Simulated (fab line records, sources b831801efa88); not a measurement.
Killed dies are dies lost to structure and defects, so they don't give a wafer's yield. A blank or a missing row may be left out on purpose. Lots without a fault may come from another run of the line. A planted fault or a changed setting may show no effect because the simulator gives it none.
Which tool did it? | flow sky130 | 12 lots, 36 wafers sampled, at 5 steps of a route of 708

WHAT THE GAUGES READ, wafer by wafer
SKY_NWELL_RS_MEAS_29: measures by four-point-probe.
lot  | measured     | on            | NWELL_RS (ohm/sq)
L379 | day 5 12:52  | film_metro-04 | 624.9 625.6 622.8
L380 | day 5 13:40  | film_metro-04 | 626.4 625.9 625.3
L382 | day 6 01:46  | film_metro-04 | 622.9 623.7 622.0
L384 | day 6 11:05  | film_metro-04 | 621.7 621.7 622.8
L385 | day 6 19:04  | film_metro-04 | 625.4 626.7 627.4
L394 | day 9 06:43  | film_metro-03 | 629.3 628.5 629.1
L395 | day 9 12:40  | film_metro-04 | 626.0 626.3 625.7
L396 | day 9 16:59  | film_metro-04 | 621.5 622.6 620.8
L397 | day 9 23:23  | film_metro-02 | 625.3 624.6 622.3
L400 | day 10 22:08 | film_metro-02 | 622.3 623.3 624.5
L401 | day 11 01:48 | film_metro-03 | 625.1 622.1 624.5
L402 | day 11 03:24 | film_metro-03 | 622.4 621.3 623.6

SKY_VT_ADJUST_HVTP_TW_MEAS_11.
lot  | measured     | on            | VT_ADJUST_HVTP_TW
L379 | day 6 08:14  | film_metro-01 | 1359 1354 1355
L380 | day 6 09:24  | film_metro-03 | 1334 1327 1333
L382 | day 6 21:38  | film_metro-01 | 1197 1190 1198
L384 | day 7 06:50  | film_metro-03 | 1334 1336 1331
L385 | day 7 15:35  | film_metro-01 | 1190 1189 1190
L394 | day 10 06:03 | film_metro-01 | 1356 1356 1359
L395 | day 10 12:02 | film_metro-04 | 1378 1372 1369
L396 | day 10 15:55 | film_metro-01 | 1351 1357 1345
L397 | day 10 22:08 | film_metro-03 | 1329 1334 1336
L400 | day 11 22:29 | film_metro-03 | 1347 1339 1339
L401 | day 12 01:41 | film_metro-04 | 1374 1376 1380
L402 | day 12 04:17 | film_metro-01 | 1352 1351 1355

SKY_VT_ADJUST_LVTN_OVL_MEAS_18.
lot  | measured     | on         | VT_ADJUST_LVTN_01_OVL (nm)
L379 | day 7 23:02  | overlay-02 | -1.0 -0.4 1.2
L380 | day 7 23:56  | overlay-02 | 1.5 -0.9 0.6
L382 | day 8 14:22  | overlay-02 | 0.2 2.0 -0.7
L384 | day 9 00:23  | overlay-02 | 0.6 1.7 1.0
L385 | day 9 09:31  | overlay-02 | -0.4 0.5 0.9
L394 | day 12 05:38 | overlay-01 | -2.2 -2.4 -2.5
L395 | day 12 11:16 | overlay-01 | -2.5 -0.7 -2.5
L396 | day 12 15:29 | overlay-01 | -2.2 -1.4 -0.1
L397 | day 12 21:34 | overlay-02 | -3.2 -1.3 -1.8
L400 | day 13 23:34 | overlay-02 | -1.3 -0.8 0.6
L401 | day 14 03:23 | overlay-02 | -1.4 0.2 -0.8
L402 | day 14 06:32 | overlay-02 | -3.0 -3.6 -4.4

WHICH TOOL RAN EACH LOT (tool, then ch and the chambers of the sampled wafers, then the start)
lot  | SKY_FIELD_ISO_STRIP_16              | SKY_VT_ADJUST_HVTP_IMPLANT_09
L379 | plasma_asher-01 ch 1, day 2 09:26   | implanter-01 ch 0, day 6 07:59
L380 | plasma_asher-02 ch 0,1, day 2 10:05 | implanter-01 ch 0, day 6 09:11
L382 | plasma_asher-03 ch 1, day 2 19:27   | implanter-01 ch 0, day 6 21:23
L384 | plasma_asher-02 ch 0,1, day 3 05:54 | implanter-02 ch 0, day 7 06:37
L385 | plasma_asher-01 ch 0,1, day 3 12:17 | implanter-01 ch 0, day 7 15:20
L394 | plasma_asher-01 ch 0,1, day 5 12:59 | implanter-02 ch 0, day 10 05:50
L395 | plasma_asher-01 ch 0,1, day 5 16:30 | implanter-02 ch 0, day 10 11:47
L396 | plasma_asher-01 ch 0,1, day 5 21:32 | implanter-04 ch 0, day 10 15:42
L397 | plasma_asher-01 ch 0,1, day 6 03:08 | implanter-01 ch 0, day 10 21:54
L400 | plasma_asher-03 ch 1, day 6 20:32   | implanter-04 ch 0, day 11 22:14
L401 | plasma_asher-03 ch 0,1, day 6 23:26 | implanter-01 ch 0, day 12 01:27
L402 | plasma_asher-03 ch 0,1, day 7 04:53 | implanter-04 ch 0, day 12 04:03
- SKY_FIELD_ISO_STRIP_16: strips in O2/N2.
- SKY_VT_ADJUST_HVTP_IMPLANT_09

WHAT THE TOOLS THEMSELVES READ (means of the sampled wafers that have a number; where no wafer has one, the mark that the record gives instead)
SKY_FIELD_ISO_STRIP_16.
lot  | tool            | drypump_motor_current_A (A) | oes_product_au (a.u.) | strip_time_to_endpoint_s (s)
L379 | plasma_asher-01 | 5.6                         | 0.379                 | 3.54
L380 | plasma_asher-02 | 6.3                         | 0.384                 | 3.57
L382 | plasma_asher-03 | 5.9                         | 0.377                 | 3.57
L384 | plasma_asher-02 | 5.8                         | 0.377                 | 3.54
L385 | plasma_asher-01 | 5.2                         | 0.377                 | 3.56
L394 | plasma_asher-01 | 5.2                         | 0.375                 | 3.57
L395 | plasma_asher-01 | 5.4                         | 0.375                 | 3.57
L396 | plasma_asher-01 | 5.4                         | 0.376                 | 3.52
L397 | plasma_asher-01 | 5.4                         | 0.380                 | 3.60
L400 | plasma_asher-03 | 5.9                         | 0.370                 | 3.51
L401 | plasma_asher-03 | 5.6                         | 0.380                 | 3.55
L402 | plasma_asher-03 | 5.7                         | 0.380                 | 3.54

SKY_VT_ADJUST_HVTP_IMPLANT_09.
lot  | tool         | beam_on_s (s) | faraday_current_uA
L379 | implanter-01 | 9.99          | 24.3
L380 | implanter-01 | 10.05         | 24.1
L382 | implanter-01 | 10.30         | 23.5
L384 | implanter-02 | 9.93          | 24.5
L385 | implanter-01 | 9.88          | 24.5
L394 | implanter-02 | 10.09         | 24.0
L395 | implanter-02 | 9.97          | 24.4
L396 | implanter-04 | 9.93          | 24.4
L397 | implanter-01 | 10.16         | 23.9
L400 | implanter-04 | 9.78          | 24.8
L401 | implanter-01 | 10.05         | 24.1
L402 | implanter-04 | 10.14         | 24.0

THE ANSWER, worked out from the rows above alone
Rule: what is usual is taken from the lots themselves. Put in order of their means at a reading, lots are off if they are a third of the lots or fewer, leave a main group of 4 or more, and stand apart from it by a gap of 3 or more times the standard deviation of the main group's means; of several such gaps the widest counts. A main group whose means are all the same, to the digits that the tables above print for the reading, isn't used. A lot without any number at a reading at which 4 lots or more have one is off too. The other lots that the step has rows for count as sound. The gauges are gone through in route order, then the tools' own readings, and for those a lot's mean is taken as printed above. The first step at which some lot is off is used, and at that step the reading that is off furthest; a lot without a number counts as furthest.
Off: L382, L385, at SKY_VT_ADJUST_HVTP_TW_MEAS_11 (VT_ADJUST_HVTP_TW). The main group: mean 1351, standard deviation 15.
A tool fits if, at a process step before that reading, it ran every lot that is off, and no sound lot after the first of them. The gauges at SKY_VT_ADJUST_HVTP_TW_MEAS_11 are tried like those tools. None of those tried fits.

WHAT THE SIMULATOR HAD PUT IN
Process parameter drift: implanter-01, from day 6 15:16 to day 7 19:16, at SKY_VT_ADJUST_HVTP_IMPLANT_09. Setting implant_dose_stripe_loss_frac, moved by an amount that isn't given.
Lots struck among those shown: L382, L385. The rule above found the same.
